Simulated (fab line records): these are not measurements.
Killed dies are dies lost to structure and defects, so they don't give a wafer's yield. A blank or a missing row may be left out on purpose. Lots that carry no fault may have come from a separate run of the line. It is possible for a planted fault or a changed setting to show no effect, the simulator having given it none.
Struck lot and sound lot, side by side :: flow sky130 :: 19 steps out of a route of 708
Sound: the wafers L291.2, L291.3, L291.5. Wafers struck: L295.3, L295.4, L295.6. Last of all comes the cause.
Order at every step that has rows: each side's tool, ch and its chambers, its first start. Under that, the readings that differ: sound wafers :: struck wafers :: difference of the means :: sigmas: that difference in standard deviations of wafers without a fault.
alike: readings whose means differ by less than 2 such deviations, and words and numbers that are the same on both sides. not compared: withheld readings, readings that some wafer has no value for, bounds like >300 that may hide the same value, and numbers for which the record gives no deviation and whose values overlap.
Wherever a step has rows on one side only, a row that says differs or no value, or a row with sigmas, the two part there. Numbers that have no deviation but don't overlap get no sigmas and don't part them. A reading that every wafer of one side lacks parts them only if that side has two wafers or more.

first, 1 step without rows for these wafers: SKY_METAL4_SPUTTER_02 (material AlCu, target thk 735 nm, time 39.1 s).
SKY_METAL4_SPUTTER_03: material Ti, target thk 5 nm, time 3.3 s.
  sound on pvd sputter-02, day 39 14:24; struck on pvd sputter-01, day 41 06:39
  alike: throttle valve pct
SKY_METAL4_SPUTTER_04: material TiN, target thk 70 nm, time 58.3 s.
  sound on pvd sputter-02, day 39 14:25; struck on pvd sputter-01, day 41 06:40
  alike: throttle valve pct
SKY_CAP2M_CVD_00: deposits SiO2, target thk 15.5 nm.
  sound on pecvd-02 ch 0,1, day 39 14:28; struck on pecvd-03 ch 0,1, day 41 06:43
  alike: heater power w, rf fwd power W
SKY_CAP2M_THK_MEAS_01:
  sound on film metro-01, day 39 14:30; struck on film metro-02, day 41 06:46
reading: CAP2M_CVD_00_THK (nm)
sound: 15.22 15.37 15.42
struck: 15.80 15.78 15.84
difference: +0.47
sigmas: +2
SKY_CAP2M_SPUTTER_02: material TiN, target thk 200 nm, time 166.7 s.
  sound on pvd sputter-03, day 39 14:33; struck on pvd sputter-02, day 41 06:48
  alike: throttle valve pct
SKY_CAP2M_RS_MEAS_03: uses a four-point probe to measure.
  sound on film metro-03, day 39 14:41; struck on film metro-01, day 41 06:57
  alike: CAP2M_TIN_RS
SKY_CAP2M_THK_MEAS_04: measures by xrf.
  sound on film metro-03, day 39 14:47; struck on film metro-01, day 41 07:03
  alike: CAP2M_TIN_THK
then, 4 steps without rows for these wafers: SKY_CAP2M_DEHYDRATE_05 (time 60 s); SKY_CAP2M_HMDS_06 (prime time 60 s); SKY_CAP2M_COAT_07 (resist thk 1140 nm); SKY_CAP2M_SOFTBAKE_08 (time 60 s).
SKY_CAP2M_EXPOSE_09: exposes mask CAP2M, target cd 1000 nm.
  sound on iline stepper-01 ch 0, day 40 03:25; struck on iline stepper-01 ch 0, day 41 18:59
reading: exposure dose mJ cm2
sound: 158.68 158.91 158.76
struck: 155.79 155.78 155.88
difference: -2.97
sigmas: -19
  alike: mask
then, 2 steps without rows for these wafers: SKY_CAP2M_PEB_10; SKY_CAP2M_DEVELOP_11 (develop time 60 s).
SKY_CAP2M_OVL_MEAS_12:
  sound on overlay-01, day 40 15:32; struck on overlay-02, day 42 06:26
  alike: CAP2M_OVL
SKY_CAP2M_METAL_ETCH_13: etches TiN in Cl2/BCl3, stops on SiO2, target depth 220 nm, time 62.9 s.
  sound on rie metal-04 ch 0,1, day 40 15:34; struck on rie metal-01 ch 0,1, day 42 06:29
reading: model.CAP2M.cd nm (nm)
sound: 999.3 997 998.1
struck: 1004 1004 1005
difference: +6
sigmas: 
  alike: drypump motor current A, oes product au, rf fwd power W, throttle valve pct
  not compared: rf hours counter h
SKY_CAP2M_STRIP_14: strips in O2/N2.
  sound on plasma asher-01 ch 0,1, day 40 15:38; struck on plasma asher-04 ch 0,1, day 42 06:34
  alike: drypump motor current A, o2 flow sccm, oes product au, strip time to endpoint s
  not compared: rf hours counter h
-- the record jumps here: 5 days lie between the struck wafers' starts before and after (it left off in module CAP2M and takes up again in module PAD_OPEN, whose first step shown is number 708 of the route) --
SKY_PAD_OPEN_PROBE_99:
  sound on prober-01, day 45 16:20; struck on prober-01, day 47 02:25
  alike: defect limited yield, killed_at_M0_to_M3, killed_at_M4_up, killed at contacts, killed at front end, killed at other, killed dies, killed on rim, killed open, killed short, sort_bin_3_pad_short, sort_bin_5_function, sort_bin_6_memory, sort n pass, sort yield pct

## WHERE THEY PART
First at SKY_CAP2M_THK_MEAS_01; last, within this record, at SKY_CAP2M_EXPOSE_09. Later steps at which nothing parts them and some readings are alike: SKY_CAP2M_OVL_MEAS_12, SKY_CAP2M_METAL_ETCH_13, SKY_CAP2M_STRIP_14, SKY_PAD_OPEN_PROBE_99.

WHY: the cause the simulator had injected
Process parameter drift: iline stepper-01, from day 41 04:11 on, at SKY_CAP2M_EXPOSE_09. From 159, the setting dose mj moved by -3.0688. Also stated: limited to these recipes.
